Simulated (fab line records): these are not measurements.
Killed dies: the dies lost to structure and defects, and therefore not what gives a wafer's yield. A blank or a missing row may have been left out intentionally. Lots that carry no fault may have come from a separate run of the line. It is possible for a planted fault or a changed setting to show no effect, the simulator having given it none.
fab line records -- flow sky130
[record] lots = 14, wafers = 42, last_day = 50
route steps=708 shown LDD_HVP@287 LDD_LDN@295 POLY_CUT@316
lots that met no fault: taken from a fault-free run of the same line
start_h: hours from the record's opening day to when the first of the lot's shown wafers began -- wait_h: hours from the lot's prior step to this one -- " repeats the value in the row above -- L1.1+2: one row covering several wafers at once -- - either no value or no given start -- * or withheld: withheld -- < > ~ a bound
route shown NAME@n: names a module that has steps shown in the file, with the first one's number in the route -- usual: mean/standard deviation taken from wafers without a fault -- same: alike in all rows -- chamber/n: place in a boat -- sites: the reading at each site -- _std_site: the values' standard deviation -- _edge_site: the outer-site mean with the inner-site mean subtracted -- radius_mm: for every site, how far away it sits from the centre of the wafer -- mask NAME#n: copy n -- behind: tool/chamber where the wafer was last shaped -- hold: why the lot was held/for how many hours/how that ended -- device: which transistor (n, p or np) failed to switch -- end of line: the same wafers' tests at the end of the route -- a step without rows: its recipe alone -- killed: dies that structure and defects cost at the first sort, which is not the same as the wafer's yield -- map: the dies of a wafer, with x for killed, . for not killed, _ for no die there
set.NAME: the setting as run; set.NAME@STEP: as run at that earlier step -- model.NAME: the simulator's own value behind a step, which no gauge read
steps of the route over a sample of lots; a table a step, a row a wafer
services: a tool's chamber out of use, with start hour (start_h, from the record's first day; less than 0 if before it), hours out, and reason
[[steps]]
[step SKY_LDD_HVP_STRIP_09]
[recipe] chemistry = O2/N2, power_w = 1400, pressure_mtorr = 1500, platen_temp_c = withheld, o2_flow_sccm = 3000, n2_flow_sccm = 300, overash_fraction = 0.5
[usual] drypump_motor_current_A = 5.56/0.25, oes_product_au = 0.408/0.0043, strip_time_to_endpoint_s = 4.135/0.013
[same] overash_fraction = 0.5
lot.wafer,tool,chamber,start_h,wait_h,drypump_motor_current_A,oes_product_au,rf_hours_counter_h,strip_time_to_endpoint_s
L966.1,plasma_asher-01,0,489.30,0.1,5.50,0.408,78,4.128
L966.5,plasma_asher-01,1,489.30,0.1,5.42,0.411,-,4.147
L966.6,plasma_asher-01,0,489.30,0.1,5.57,0.413,-,4.144
L967.2,plasma_asher-03,0,501.65,0.1,5.21,0.413,7,4.143
L967.4,plasma_asher-03,0,501.65,0.1,5.20,0.406,-,4.150
L967.6,plasma_asher-03,0,501.65,0.1,5.18,0.410,-,4.130
L968.1,plasma_asher-04,1,517.66,0.1,5.75,0.410,37,4.122
L968.4,plasma_asher-04,0,517.66,0.1,6.08,0.421,-,4.132
L968.5,plasma_asher-04,1,517.66,0.1,5.74,0.405,-,4.133
L969.1,plasma_asher-01,1,520.71,0.1,5.41,0.409,81,4.145
L969.2,plasma_asher-01,0,520.71,0.1,5.51,0.409,81,4.146
L969.3,plasma_asher-01,1,520.71,0.1,5.42,0.414,-,4.140
L970.1,plasma_asher-01,0,542.55,0.1,5.56,0.413,83,4.138
L970.3,plasma_asher-01,0,542.55,0.1,5.53,0.410,-,4.130
L970.4,plasma_asher-01,1,542.55,0.1,5.37,0.411,-,4.138
L974.2,plasma_asher-03,0,562.56,0.1,5.23,0.412,14,4.126
L974.4,plasma_asher-03,0,562.56,0.1,5.21,0.407,-,4.145
L974.5,plasma_asher-03,1,562.56,0.1,5.91,0.407,-,4.142
L975.1,plasma_asher-01,1,569.08,0.1,5.43,0.402,86,4.148
L975.2,plasma_asher-01,0,569.08,0.1,5.54,0.404,86,4.131
L975.6,plasma_asher-01,1,569.08,0.1,5.42,0.407,-,4.125
L980.4,plasma_asher-01,0,612.10,0.1,5.51,0.404,-,4.140
L980.5,plasma_asher-01,1,612.10,0.1,5.43,0.414,-,4.136
L980.6,plasma_asher-01,0,612.10,0.1,5.49,0.412,-,4.135
L983.3,plasma_asher-01,1,660.62,0.1,5.43,0.402,-,4.115
L983.5,plasma_asher-01,1,660.62,0.1,5.43,0.409,-,4.121
L983.6,plasma_asher-01,0,660.62,0.1,5.55,0.404,-,4.101
L985.3,plasma_asher-01,0,665.00,0.1,5.53,0.419,-,4.135
L985.5,plasma_asher-01,1,665.00,0.1,5.43,0.407,-,4.110
L985.6,plasma_asher-01,0,665.00,0.1,5.53,0.411,-,4.124
L986.1,plasma_asher-01,0,666.56,0.1,5.52,0.415,95,4.137
L986.5,plasma_asher-01,0,666.56,0.1,5.55,0.407,-,4.142
L986.6,plasma_asher-01,1,666.56,0.1,5.41,0.412,-,4.119
L987.1,plasma_asher-01,0,671.71,0.1,5.55,0.410,96,4.140
L987.2,plasma_asher-01,1,671.71,0.1,5.42,0.408,96,4.157
L987.3,plasma_asher-01,0,671.71,0.1,5.53,0.411,-,4.159
L988.2,plasma_asher-03,1,675.60,0.1,5.93,0.413,25,4.120
L988.3,plasma_asher-03,0,675.60,0.1,5.20,0.410,-,4.130
L988.6,plasma_asher-03,1,675.60,0.1,5.93,0.413,-,4.124
L989.2,plasma_asher-01,1,687.51,0.1,5.40,0.403,97,4.147
L989.4,plasma_asher-01,1,687.51,0.1,5.35,0.404,-,4.132
L989.6,plasma_asher-01,0,687.51,0.1,5.55,0.412,-,4.145
[step SKY_LDD_LDN_DEVELOP_06]
[recipe] resist = NOVOLAK, developer = TMAH, develop_time_s = 60, dev_temp_c = 23
lot.wafer,tool,chamber,start_h,wait_h
L966.1+5+6,litho_track-01,0,519.80,0.1
L967.2+4+6,litho_track-02,0,531.25,0.1
L968.1+4+5,litho_track-01,0,547.80,0.1
L969.1+2+3,litho_track-04,0,551.03,0.1
L970.1+3+4,litho_track-01,0,572.10,0.1
L974.2+4+5,litho_track-01,0,591.67,0.1
L975.1+2+6,litho_track-01,0,598.35,0.1
L980.4+5+6,litho_track-04,0,641.45,0.1
L983.3+5+6,litho_track-01,0,688.80,0.1
L985.3+5+6,litho_track-04,0,692.48,0.1
L986.1+5+6,litho_track-02,0,693.08,0.1
L987.1+2+3,litho_track-01,0,699.35,0.1
L988.2+3+6,litho_track-01,0,703.42,0.1
L989.2+4+6,litho_track-01,0,716.02,0.1
[step SKY_LDD_LDN_OVL_MEAS_07]
[usual] LDD_LDN_OVL = 1.1/1.4
lot.wafer,tool,chamber,start_h,wait_h,LDD_LDN_OVL[nm]
L966.1,overlay-01,-,519.95,0.1,1.9
L966.5,overlay-01,-,519.95,0.1,2.0
L966.6,overlay-01,-,519.95,0.1,1.2
L967.2,overlay-02,-,531.38,0.1,-1.2
L967.4,overlay-02,-,531.38,0.1,-1.6
L967.6,overlay-02,-,531.38,0.1,-0.5
L968.1,overlay-02,-,547.95,0.1,3.4
L968.4,overlay-02,-,547.95,0.1,3.3
L968.5,overlay-02,-,547.95,0.1,0.9
L969.1,overlay-01,-,551.18,0.1,-0.4
L969.2,overlay-01,-,551.18,0.1,1.4
L969.3,overlay-01,-,551.18,0.1,0.8
L970.1,overlay-01,-,572.25,0.1,0.3
L970.3,overlay-01,-,572.25,0.1,-0.8
L970.4,overlay-01,-,572.25,0.1,0.8
L974.2,overlay-01,-,591.80,0.1,-
L974.4,overlay-01,-,591.80,0.1,1.7
L974.5,overlay-01,-,591.80,0.1,-
L975.1,overlay-02,-,598.50,0.1,-1.8
L975.2,overlay-02,-,598.50,0.1,-
L975.6,overlay-02,-,598.50,0.1,1.5
L980.4,overlay-01,-,641.54,0.1,1.7
L980.5,overlay-01,-,641.54,0.1,0.0
L980.6,overlay-01,-,641.54,0.1,0.5
L983.3,overlay-01,-,688.91,0.1,0.8
L983.5,overlay-01,-,688.91,0.1,1.4
L983.6,overlay-01,-,688.91,0.1,1.2
L985.3,overlay-02,-,692.59,0.1,1.0
L985.5,overlay-02,-,692.59,0.1,0.3
L985.6,overlay-02,-,692.59,0.1,0.1
L986.1,overlay-01,-,693.23,0.1,-0.6
L986.5,overlay-01,-,693.23,0.1,-1.5
L986.6,overlay-01,-,693.23,0.1,0.1
L987.1,overlay-02,-,699.50,0.1,2.3
L987.2,overlay-02,-,699.50,0.1,4.3
L987.3,overlay-02,-,699.50,0.1,2.7
L988.2,overlay-02,-,703.55,0.1,0.0
L988.3,overlay-02,-,703.55,0.1,1.8
L988.6,overlay-02,-,703.55,0.1,1.1
L989.2,overlay-01,-,716.15,0.1,1.3
L989.4,overlay-01,-,716.15,0.1,1.5
L989.6,overlay-01,-,716.15,0.1,1.0
[step SKY_LDD_LDN_TW_MEAS_13]
[usual] LDD_LDN_TW = 1470/9.1
lot.wafer,tool,chamber,start_h,wait_h,LDD_LDN_TW
L966.1,film_metro-04,-,520.68,0.1,1459
L966.5,film_metro-04,-,520.68,0.1,1458
L966.6,film_metro-04,-,520.68,0.1,1464
L967.2,film_metro-01,-,532.12,0.1,1467
L967.4,film_metro-01,-,532.12,0.1,1477
L967.6,film_metro-01,-,532.12,0.1,1465
L968.1,film_metro-01,-,548.68,0.1,1473
L968.4,film_metro-01,-,548.68,0.1,1473
L968.5,film_metro-01,-,548.68,0.1,1468
L969.1,film_metro-03,-,551.91,0.1,1474
L969.2,film_metro-03,-,551.91,0.1,1479
L969.3,film_metro-03,-,551.91,0.1,1477
L970.1,film_metro-04,-,572.98,0.1,1462
L970.3,film_metro-04,-,572.98,0.1,1466
L970.4,film_metro-04,-,572.98,0.1,1460
L974.2,film_metro-04,-,592.54,0.1,29
L974.4,film_metro-04,-,592.54,0.1,1457
L974.5,film_metro-04,-,592.54,0.1,29
L975.1,film_metro-01,-,599.23,0.1,1472
L975.2,film_metro-01,-,599.23,0.1,30
L975.6,film_metro-01,-,599.23,0.1,1477
L980.4,film_metro-03,-,642.29,0.1,1479
L980.5,film_metro-03,-,642.29,0.1,1480
L980.6,film_metro-03,-,642.29,0.1,1472
L983.3,film_metro-01,-,689.65,0.1,1474
L983.5,film_metro-01,-,689.65,0.1,1473
L983.6,film_metro-01,-,689.65,0.1,1474
L985.3,film_metro-04,-,693.33,0.1,1461
L985.5,film_metro-04,-,693.33,0.1,1461
L985.6,film_metro-04,-,693.33,0.1,1454
L986.1,film_metro-04,-,693.96,0.1,1466
L986.5,film_metro-04,-,693.96,0.1,1455
L986.6,film_metro-04,-,693.96,0.1,1467
L987.1,film_metro-01,-,700.23,0.1,1484
L987.2,film_metro-01,-,700.23,0.1,1471
L987.3,film_metro-01,-,700.23,0.1,1478
L988.2,film_metro-01,-,704.29,0.1,1475
L988.3,film_metro-01,-,704.29,0.1,1478
L988.6,film_metro-01,-,704.29,0.1,1484
L989.2,film_metro-01,-,716.89,0.1,1482
L989.4,film_metro-01,-,716.89,0.1,1476
L989.6,film_metro-01,-,716.89,0.1,1475
[step SKY_POLY_CUT_OVL_MEAS_09]
[usual] POLY_CUT_OVL = -3/6.4
lot.wafer,tool,chamber,start_h,wait_h,POLY_CUT_OVL[nm]
L966.1,overlay-02,-,552.58,0.1,-2
L966.5,overlay-02,-,552.58,0.1,2
L966.6,overlay-02,-,552.58,0.1,-3
L967.2,overlay-02,-,563.45,0.1,6
L967.4,overlay-02,-,563.45,0.1,4
L967.6,overlay-02,-,563.45,0.1,0
L968.1,overlay-02,-,579.45,0.1,-8
L968.4,overlay-02,-,579.45,0.1,-10
L968.5,overlay-02,-,579.45,0.1,-6
L969.1,overlay-02,-,582.95,0.1,12
L969.2,overlay-02,-,582.95,0.1,10
L969.3,overlay-02,-,582.95,0.1,7
L970.1,overlay-01,-,603.45,0.1,-11
L970.3,overlay-01,-,603.45,0.1,-2
L970.4,overlay-01,-,603.45,0.1,2
L974.2,overlay-01,-,623.49,0.1,-9
L974.4,overlay-01,-,623.49,0.1,-11
L974.5,overlay-01,-,623.49,0.1,-7
L975.1,overlay-02,-,629.55,0.1,-6
L975.2,overlay-02,-,629.55,0.1,-9
L975.6,overlay-02,-,629.55,0.1,-13
L980.4,overlay-02,-,673.12,0.1,-6
L980.5,overlay-02,-,673.12,0.1,1
L980.6,overlay-02,-,673.12,0.1,-16
L983.3,overlay-01,-,719.49,0.1,-5
L983.5,overlay-01,-,719.49,0.1,-2
L983.6,overlay-01,-,719.49,0.1,1
L986.1,overlay-02,-,723.47,0.1,-2
L986.5,overlay-02,-,723.47,0.1,-1
L986.6,overlay-02,-,723.47,0.1,9
L985.3,overlay-01,-,723.71,0.1,8
L985.5,overlay-01,-,723.71,0.1,5
L985.6,overlay-01,-,723.71,0.1,5
L987.1,overlay-02,-,730.15,0.1,0
L987.2,overlay-02,-,730.15,0.1,-1
L987.3,overlay-02,-,730.15,0.1,2
L988.2,overlay-01,-,734.64,0.1,-13
L988.3,overlay-01,-,734.64,0.1,-11
L988.6,overlay-01,-,734.64,0.1,-13
L989.2,overlay-02,-,747.06,0.1,-8
L989.4,overlay-02,-,747.06,0.1,8
L989.6,overlay-02,-,747.06,0.1,3
[step SKY_POLY_CUT_ETCH_10]
[recipe] chemistry = N2/H2, target = BARC, ion_energy_ev = 200, source_w = 500, bias_w = 100, pressure_mtorr = 30, n2_flow_sccm = 100, h2_flow_sccm = 200, stop_on = SiO2, time_s = 45.9, target_depth_a = 600
[usual] drypump_motor_current_A = 5.8/0.56, oes_product_au = 0.855/0.0049, throttle_valve_pct = 13.225/0.0085
lot.wafer,tool,chamber,start_h,wait_h,drypump_motor_current_A,oes_product_au,rf_hours_counter_h,throttle_valve_pct
L966.1,rie_diel-03,1,552.62,0.0,4.9,0.849,78,13.216
L966.5,rie_diel-03,3,552.62,0.0,6.6,0.864,-,13.228
L966.6,rie_diel-03,0,552.62,0.0,6.3,0.859,-,13.220
L967.2,rie_diel-03,3,563.48,0.0,6.6,0.856,10,13.237
L967.4,rie_diel-03,2,563.48,0.0,5.7,0.867,12,13.235
L967.6,rie_diel-03,3,563.48,0.0,6.6,0.861,-,13.225
L968.1,rie_diel-01,3,579.48,0.0,6.5,0.853,10,13.212
L968.4,rie_diel-01,2,579.48,0.0,5.4,0.851,9,13.224
L968.5,rie_diel-01,2,579.48,0.0,5.4,0.851,-,13.226
L969.1,rie_diel-01,0,582.98,0.0,5.9,0.858,16,13.203
L969.2,rie_diel-01,1,582.98,0.0,5.3,0.863,68,13.229
L969.3,rie_diel-01,3,582.98,0.0,6.5,0.855,10,13.218
L970.1,rie_diel-03,3,603.48,0.0,6.6,0.857,11,13.233
L970.3,rie_diel-03,0,603.48,0.0,6.3,0.851,49,13.225
L970.4,rie_diel-03,2,603.48,0.0,5.7,0.865,-,13.234
L974.2,rie_diel-01,0,623.52,0.0,5.9,0.856,17,13.223
L974.4,rie_diel-01,0,623.52,0.0,5.9,0.851,-,13.243
L974.5,rie_diel-01,3,623.52,0.0,6.5,0.862,-,13.223
L975.1,rie_diel-01,2,629.58,0.0,5.4,0.846,10,13.224
L975.2,rie_diel-01,0,629.58,0.0,5.9,0.864,17,13.213
L975.6,rie_diel-01,2,629.58,0.0,5.4,0.844,-,13.230
L980.4,rie_diel-04,1,673.13,0.0,4.9,0.849,7,13.232
L980.5,rie_diel-04,2,673.13,0.0,6.2,0.860,-,13.211
L980.6,rie_diel-04,3,673.13,0.0,5.1,0.858,-,13.218
L983.3,rie_diel-01,0,719.52,0.0,5.9,0.855,19,13.236
L983.5,rie_diel-01,0,719.52,0.0,5.9,0.851,-,13.234
L983.6,rie_diel-01,3,719.52,0.0,6.6,0.848,-,13.230
L986.1,rie_diel-03,1,723.50,0.0,5.0,0.848,3,13.212
L986.5,rie_diel-03,3,723.50,0.0,6.6,0.861,-,13.216
L986.6,rie_diel-03,0,723.50,0.0,6.3,0.847,-,13.233
L985.3,rie_diel-04,3,723.73,0.0,5.1,0.863,2,13.226
L985.5,rie_diel-04,3,723.73,0.0,5.1,0.866,-,13.217
L985.6,rie_diel-04,2,723.73,0.0,6.2,0.855,-,13.223
L987.1,rie_diel-03,2,730.18,0.0,5.7,0.850,16,13.223
L987.2,rie_diel-03,0,730.18,0.0,6.3,0.854,53,13.224
L987.3,rie_diel-03,1,730.18,0.0,4.9,0.852,3,13.212
L988.2,rie_diel-01,1,734.67,0.0,5.3,0.851,3,13.231
L988.3,rie_diel-01,3,734.67,0.0,6.5,0.863,14,13.233
L988.6,rie_diel-01,1,734.67,0.0,5.3,0.853,-,13.224
L989.2,rie_diel-01,2,747.09,0.0,5.4,0.862,13,13.221
L989.4,rie_diel-01,1,747.09,0.0,5.3,0.852,3,13.233
L989.6,rie_diel-01,0,747.09,0.0,5.9,0.858,-,13.216
[[services]]
tool,chamber,start_h,hours,kind
rie_diel-01,1,480.99,17.1,repair
rie_diel-04,1,485.45,23.2,repair
plasma_asher-04,-,499.83,2.5,repair
rie_diel-04,3,539.08,1.8,repair
rie_diel-01,3,548.49,1.6,repair
plasma_asher-01,-,563.99,1.2,repair
rie_diel-03,-,576.90,2.8,pm
rie_diel-03,1,581.65,-,clean
rie_diel-04,3,583.04,7.2,repair
rie_diel-04,-,590.67,3.3,repair
rie_diel-03,3,596.40,1.2,repair
rie_diel-01,0,608.50,8.9,repair
rie_diel-01,1,622.47,-,clean
rie_diel-01,1,622.47,12.9,scheduled_down
rie_diel-01,1,622.47,12.9,vent_cycle
rie_diel-01,2,651.68,8.5,repair
rie_diel-04,-,688.44,0.2,repair
plasma_asher-03,-,700.71,2.8,pm
plasma_asher-03,-,706.02,11.1,repair
plasma_asher-01,-,733.75,9.0,pm
plasma_asher-01,0,733.75,9.0,vent_cycle
plasma_asher-01,1,733.75,9.0,vent_cycle
plasma_asher-01,0,742.75,-,clean
plasma_asher-01,1,742.75,-,clean
[[key]]
[first_sign] step = SKY_LDD_LDN_OVL_MEAS_07, reading = LDD_LDN_OVL, direction = missing
[effect] step = SKY_LDD_LDN_TW_MEAS_13, reading = LDD_LDN_TW, direction = down, sigmas = 99+, usual = 1470, struck = 29
met_at SKY_LDD_LDN_DEVELOP_06
struck_lots L974,L975
struck_wafers L974.2,L974.5,L975.2
sort_left_out L974.2,L974.5,L975.2
tester_left_out L974,L975
not_acting_at SKY_LDD_HVP_STRIP_09,SKY_POLY_CUT_OVL_MEAS_09,SKY_POLY_CUT_ETCH_10
onset_between 572.10 591.67
[fault] kind = process_parameter_drift, tool = litho_track-01, chamber = -, onset_h = 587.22, steps = SKY_LDD_LDN_DEVELOP_06, channel = develop_time_s, offset = *, shape = step, end_h = 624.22, scope = struck_wafers_only, acts_in = *, stated = *
// tester_left_out: of these lots the tester's yield and bins aren't shown, on N5 and GAA mostly nor the transistor test; their killed dies are dies lost to structure and defects alone, not to doping, threshold or leakage, so they don't give the yield
// sort_left_out: the simulated sort isn't trusted on such a fault, so these wafers' sort isn't shown, and their yield isn't known
